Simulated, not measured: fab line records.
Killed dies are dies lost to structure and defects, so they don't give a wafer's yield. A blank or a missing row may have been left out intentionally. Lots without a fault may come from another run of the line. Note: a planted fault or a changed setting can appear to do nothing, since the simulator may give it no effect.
The tool behind it: which one? || flow gf180mcu || Sampling: 13 lots, 39 wafers, 5 of 602 route steps

== WHAT THE GAUGES SHOWED, per wafer ==
GF_STI_CD_MEAS_12: target cd 220 nm. Usual: cd nm 219.9 nm, standard deviation 1.1.
{"lot": "L546", "measured": "day 2 07:52", "on": "cd sem-01", "cd nm (nm)": "218.0 219.0 218.5", "flag": ""}
{"lot": "L547", "measured": "day 2 12:44", "on": "cd sem-02", "cd nm (nm)": "219.4 219.5 219.4", "flag": ""}
{"lot": "L548", "measured": "day 2 17:01", "on": "cd sem-02", "cd nm (nm)": "219.9 219.6 220.6", "flag": ""}
{"lot": "L551", "measured": "day 3 08:02", "on": "cd sem-01", "cd nm (nm)": "220.3 221.1 219.5", "flag": ""}
{"lot": "L552", "measured": "day 3 13:49", "on": "cd sem-01", "cd nm (nm)": "219.6 219.3 220.0", "flag": ""}
{"lot": "L553", "measured": "day 3 18:28", "on": "cd sem-01", "cd nm (nm)": "218.8 220.0 220.5", "flag": ""}
{"lot": "L554", "measured": "day 4 00:22", "on": "cd sem-01", "cd nm (nm)": "221.3 221.5 222.0", "flag": ""}
{"lot": "L558", "measured": "day 4 20:11", "on": "cd sem-01", "cd nm (nm)": "218.7 218.7 217.6", "flag": ""}
{"lot": "L559", "measured": "day 5 01:43", "on": "cd sem-01", "cd nm (nm)": "218.6 192.7 212.7 218.4 193.0 212.9", "flag": "OFF"}
{"lot": "L561", "measured": "day 5 12:11", "on": "cd sem-02", "cd nm (nm)": "222.2 220.0 221.4", "flag": ""}
{"lot": "L562", "measured": "day 5 16:29", "on": "cd sem-01", "cd nm (nm)": "192.5 223.2 225.5 192.8 223.3 225.6", "flag": "OFF"}
{"lot": "L567", "measured": "day 6 18:35", "on": "cd sem-02", "cd nm (nm)": "220.2 219.7 219.9", "flag": ""}
{"lot": "L568", "measured": "day 6 23:55", "on": "cd sem-01", "cd nm (nm)": "219.6 220.0 220.4", "flag": ""}

GF_DNWELL_TW_MEAS_09. Usual: DNWELL_TW 1352, standard deviation 12.
{"lot": "L546", "measured": "day 3 01:44", "on": "film metro-02", "DNWELL_TW": "1344 1349 1341", "flag": ""}
{"lot": "L547", "measured": "day 3 07:54", "on": "film metro-02", "DNWELL_TW": "1346 1347 1344", "flag": ""}
{"lot": "L548", "measured": "day 3 12:01", "on": "film metro-01", "DNWELL_TW": "1355 1353 1345", "flag": ""}
{"lot": "L551", "measured": "day 4 03:39", "on": "film metro-03", "DNWELL_TW": "1354 1348 1353", "flag": ""}
{"lot": "L552", "measured": "day 4 06:43", "on": "film metro-03", "DNWELL_TW": "1356 1356 1358", "flag": ""}
{"lot": "L553", "measured": "day 4 12:05", "on": "film metro-02", "DNWELL_TW": "1354 1345 1344", "flag": ""}
{"lot": "L554", "measured": "day 4 19:32", "on": "film metro-02", "DNWELL_TW": "1342 1342 1350", "flag": ""}
{"lot": "L558", "measured": "day 5 17:19", "on": "film metro-02", "DNWELL_TW": "1346 1346 1341", "flag": ""}
{"lot": "L559", "measured": "day 5 20:52", "on": "film metro-02", "DNWELL_TW": "1343 1347 1344", "flag": ""}
{"lot": "L561", "measured": "day 6 09:12", "on": "film metro-01", "DNWELL_TW": "1362 1362 1366", "flag": ""}
{"lot": "L562", "measured": "day 6 12:32", "on": "film metro-01", "DNWELL_TW": "1351 1358 1355", "flag": ""}
{"lot": "L567", "measured": "day 7 16:04", "on": "film metro-01", "DNWELL_TW": "1370 1362 1362", "flag": ""}
{"lot": "L568", "measured": "day 7 20:56", "on": "film metro-01", "DNWELL_TW": "1351 1363 1361", "flag": ""}

GF_CONTACT_THK_MEAS_01. Usual: CONTACT_CVD_00_THK 299.3 nm, standard deviation 2.4.
{"lot": "L546", "measured": "day 15 16:56", "on": "film metro-03", "CONTACT_CVD_00_THK (nm)": "297.2 298.4 298.7", "flag": ""}
{"lot": "L547", "measured": "day 16 02:16", "on": "film metro-04", "CONTACT_CVD_00_THK (nm)": "294.6 297.3 296.5", "flag": ""}
{"lot": "L548", "measured": "day 16 12:34", "on": "film metro-01", "CONTACT_CVD_00_THK (nm)": "300.9 298.4 301.7", "flag": ""}
{"lot": "L551", "measured": "day 17 10:08", "on": "film metro-04", "CONTACT_CVD_00_THK (nm)": "302.5 298.4 304.5", "flag": ""}
{"lot": "L552", "measured": "day 17 19:10", "on": "film metro-01", "CONTACT_CVD_00_THK (nm)": "296.7 299.9 300.1", "flag": ""}
{"lot": "L553", "measured": "day 18 01:44", "on": "film metro-01", "CONTACT_CVD_00_THK (nm)": "300.0 302.4 301.1", "flag": ""}
{"lot": "L554", "measured": "day 18 14:16", "on": "film metro-01", "CONTACT_CVD_00_THK (nm)": "298.4 299.5 295.7", "flag": ""}
{"lot": "L558", "measured": "day 19 22:28", "on": "film metro-01", "CONTACT_CVD_00_THK (nm)": "301.3 298.9 299.2", "flag": ""}
{"lot": "L559", "measured": "day 20 08:25", "on": "film metro-03", "CONTACT_CVD_00_THK (nm)": "298.4 304.7 295.2", "flag": ""}
{"lot": "L561", "measured": "day 20 23:59", "on": "film metro-03", "CONTACT_CVD_00_THK (nm)": "300.8 297.1 298.0", "flag": ""}
{"lot": "L562", "measured": "day 21 10:25", "on": "film metro-04", "CONTACT_CVD_00_THK (nm)": "296.6 296.3 297.2", "flag": ""}
{"lot": "L567", "measured": "day 23 03:14", "on": "film metro-03", "CONTACT_CVD_00_THK (nm)": "301.2 301.4 304.7", "flag": ""}
{"lot": "L568", "measured": "day 23 09:23", "on": "film metro-03", "CONTACT_CVD_00_THK (nm)": "301.8 299.7 301.1", "flag": ""}

== TOOL THAT RAN EACH LOT (tool first, then ch and the chambers of the sampled wafers, then the start) ==
{"lot": "L546", "GF_STI_EXPOSE_09": "krf scanner-01 ch 0, day 2 01:58", "GF_SALICIDE_RTA_08": "rtp anneal-02 ch 0, day 15 16:48"}
{"lot": "L547", "GF_STI_EXPOSE_09": "krf scanner-02 ch 0, day 2 06:59", "GF_SALICIDE_RTA_08": "rtp anneal-02 ch 0, day 16 02:08"}
{"lot": "L548", "GF_STI_EXPOSE_09": "krf scanner-02 ch 0, day 2 10:34", "GF_SALICIDE_RTA_08": "rtp anneal-01 ch 0, day 16 12:26"}
{"lot": "L551", "GF_STI_EXPOSE_09": "krf scanner-01 ch 0, day 3 01:55", "GF_SALICIDE_RTA_08": "rtp anneal-01 ch 0, day 17 09:59"}
{"lot": "L552", "GF_STI_EXPOSE_09": "krf scanner-01 ch 0, day 3 08:14", "GF_SALICIDE_RTA_08": "rtp anneal-01 ch 0, day 17 19:01"}
{"lot": "L553", "GF_STI_EXPOSE_09": "krf scanner-02 ch 0, day 3 12:21", "GF_SALICIDE_RTA_08": "rtp anneal-02 ch 0, day 18 01:35"}
{"lot": "L554", "GF_STI_EXPOSE_09": "krf scanner-02 ch 0, day 3 17:38", "GF_SALICIDE_RTA_08": "rtp anneal-01 ch 0, day 18 14:08"}
{"lot": "L558", "GF_STI_EXPOSE_09": "krf scanner-01 ch 0, day 4 13:51", "GF_SALICIDE_RTA_08": "rtp anneal-01 ch 0, day 19 22:20"}
{"lot": "L559", "GF_STI_EXPOSE_09": "krf scanner-02 ch 0, day 4 18:44", "GF_SALICIDE_RTA_08": "rtp anneal-01 ch 0, day 20 08:17"}
{"lot": "L561", "GF_STI_EXPOSE_09": "krf scanner-01 ch 0, day 5 05:29", "GF_SALICIDE_RTA_08": "rtp anneal-01 ch 0, day 20 23:51"}
{"lot": "L562", "GF_STI_EXPOSE_09": "krf scanner-02 ch 0, day 5 09:52", "GF_SALICIDE_RTA_08": "rtp anneal-02 ch 0, day 21 10:16"}
{"lot": "L567", "GF_STI_EXPOSE_09": "krf scanner-01 ch 0, day 6 11:10", "GF_SALICIDE_RTA_08": "rtp anneal-01 ch 0, day 23 03:06"}
{"lot": "L568", "GF_STI_EXPOSE_09": "krf scanner-01 ch 0, day 6 15:59", "GF_SALICIDE_RTA_08": "rtp anneal-02 ch 0, day 23 09:11"}
- GF_STI_EXPOSE_09: exposes mask COMP, target cd 220 nm.
- GF_SALICIDE_RTA_08: time 30 s.

== WHAT THE TOOLS THEMSELVES READ (means of the sampled wafers that have a number; where no wafer has one, the mark that the record gives instead) ==
GF_STI_EXPOSE_09. Usual: exposure dose mJ cm2 28.10, standard deviation 0.16; reticle temp C 23.00 C, standard deviation 0.12.
{"lot": "L546", "tool": "krf scanner-01", "exposure dose mJ cm2": 28.26, "reticle temp C (C)": 22.99, "flag": ""}
{"lot": "L547", "tool": "krf scanner-02", "exposure dose mJ cm2": 27.95, "reticle temp C (C)": 22.92, "flag": ""}
{"lot": "L548", "tool": "krf scanner-02", "exposure dose mJ cm2": 27.94, "reticle temp C (C)": 22.92, "flag": ""}
{"lot": "L551", "tool": "krf scanner-01", "exposure dose mJ cm2": 28.28, "reticle temp C (C)": 22.99, "flag": ""}
{"lot": "L552", "tool": "krf scanner-01", "exposure dose mJ cm2": 28.27, "reticle temp C (C)": 23.05, "flag": ""}
{"lot": "L553", "tool": "krf scanner-02", "exposure dose mJ cm2": 27.92, "reticle temp C (C)": 23.11, "flag": ""}
{"lot": "L554", "tool": "krf scanner-02", "exposure dose mJ cm2": 27.93, "reticle temp C (C)": 23.07, "flag": ""}
{"lot": "L558", "tool": "krf scanner-01", "exposure dose mJ cm2": 28.27, "reticle temp C (C)": 23.06, "flag": ""}
{"lot": "L559", "tool": "krf scanner-02", "exposure dose mJ cm2": 26.77, "reticle temp C (C)": 23.04, "flag": "OFF"}
{"lot": "L561", "tool": "krf scanner-01", "exposure dose mJ cm2": 28.24, "reticle temp C (C)": 23.19, "flag": ""}
{"lot": "L562", "tool": "krf scanner-02", "exposure dose mJ cm2": 25.90, "reticle temp C (C)": 22.95, "flag": "OFF"}
{"lot": "L567", "tool": "krf scanner-01", "exposure dose mJ cm2": 28.20, "reticle temp C (C)": 22.93, "flag": ""}
{"lot": "L568", "tool": "krf scanner-01", "exposure dose mJ cm2": 28.22, "reticle temp C (C)": 23.01, "flag": ""}

GF_SALICIDE_RTA_08. Usual: anneal temp c max 802.8, standard deviation 0.58; lamp power pct 15.4 %, standard deviation 0.68; wafer_temp_C_max 805.0, standard deviation 1.1.
{"lot": "L546", "tool": "rtp anneal-02", "anneal temp c max": 802.4, "lamp power pct (%)": 16.4, "wafer_temp_C_max": 803.8, "flag": ""}
{"lot": "L547", "tool": "rtp anneal-02", "anneal temp c max": 803.3, "lamp power pct (%)": 16.4, "wafer_temp_C_max": 803.8, "flag": ""}
{"lot": "L548", "tool": "rtp anneal-01", "anneal temp c max": 802.6, "lamp power pct (%)": 14.9, "wafer_temp_C_max": 804.2, "flag": ""}
{"lot": "L551", "tool": "rtp anneal-01", "anneal temp c max": 802.6, "lamp power pct (%)": 14.9, "wafer_temp_C_max": 805.4, "flag": ""}
{"lot": "L552", "tool": "rtp anneal-01", "anneal temp c max": 802.8, "lamp power pct (%)": 14.9, "wafer_temp_C_max": 805.6, "flag": ""}
{"lot": "L553", "tool": "rtp anneal-02", "anneal temp c max": 802.6, "lamp power pct (%)": 16.4, "wafer_temp_C_max": 803.9, "flag": ""}
{"lot": "L554", "tool": "rtp anneal-01", "anneal temp c max": 802.5, "lamp power pct (%)": 14.9, "wafer_temp_C_max": 805.9, "flag": ""}
{"lot": "L558", "tool": "rtp anneal-01", "anneal temp c max": 802.1, "lamp power pct (%)": 14.9, "wafer_temp_C_max": 804.4, "flag": ""}
{"lot": "L559", "tool": "rtp anneal-01", "anneal temp c max": 802.6, "lamp power pct (%)": 15.0, "wafer_temp_C_max": 805.3, "flag": ""}
{"lot": "L561", "tool": "rtp anneal-01", "anneal temp c max": 802.6, "lamp power pct (%)": 15.0, "wafer_temp_C_max": 805.7, "flag": ""}
{"lot": "L562", "tool": "rtp anneal-02", "anneal temp c max": 803.4, "lamp power pct (%)": 16.4, "wafer_temp_C_max": 804.5, "flag": ""}
{"lot": "L567", "tool": "rtp anneal-01", "anneal temp c max": 802.2, "lamp power pct (%)": 14.9, "wafer_temp_C_max": 805.1, "flag": ""}
{"lot": "L568", "tool": "rtp anneal-02", "anneal temp c max": 803.7, "lamp power pct (%)": 16.4, "wafer_temp_C_max": 804.1, "flag": ""}

== THE ANSWER, worked out from the rows above alone ==
Rule: lot off if the mean of its wafers having a number is beyond 3 standard deviations from the usual mean. Also off: a lot with no number at a reading for which 4 or more lots have one. The other lots that the step has rows for count as sound. After the gauges, taken in route order, come the tools' own readings; for these a lot's mean is taken, as printed above. The first step at which some lot is off is used, and at that step the reading that is off furthest; a lot without a number counts as furthest.
Off: L559, L562 (GF_STI_CD_MEAS_12, cd nm).
A tool fits if, at a process step before that reading, it ran every lot that is off, and no sound lot after the first of them. Not tried: the gauges at GF_STI_CD_MEAS_12; whatever is off there is also off at GF_STI_EXPOSE_09, on other tools, and gauge error can't account for it. One candidate fits, namely krf scanner-02 at GF_STI_EXPOSE_09. Its last sound lot is L554 (day 3 17:38), its first lot that is off L559 (day 4 18:44): a fault that began between those two fits.
On the lots that are off, the tool's own readings at GF_STI_EXPOSE_09 differ by more than 5 times the standard deviation of the sound lots' means, which bears it out; exposure dose mJ cm2 reads 26.34 there versus 28.13 on the sound lots.

== WHAT THE SIMULATOR PUT IN ==
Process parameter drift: krf scanner-02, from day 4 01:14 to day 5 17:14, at GF_STI_EXPOSE_09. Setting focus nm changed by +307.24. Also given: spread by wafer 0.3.
Struck lots among those shown: L559, L562. Same finding as the rule above.
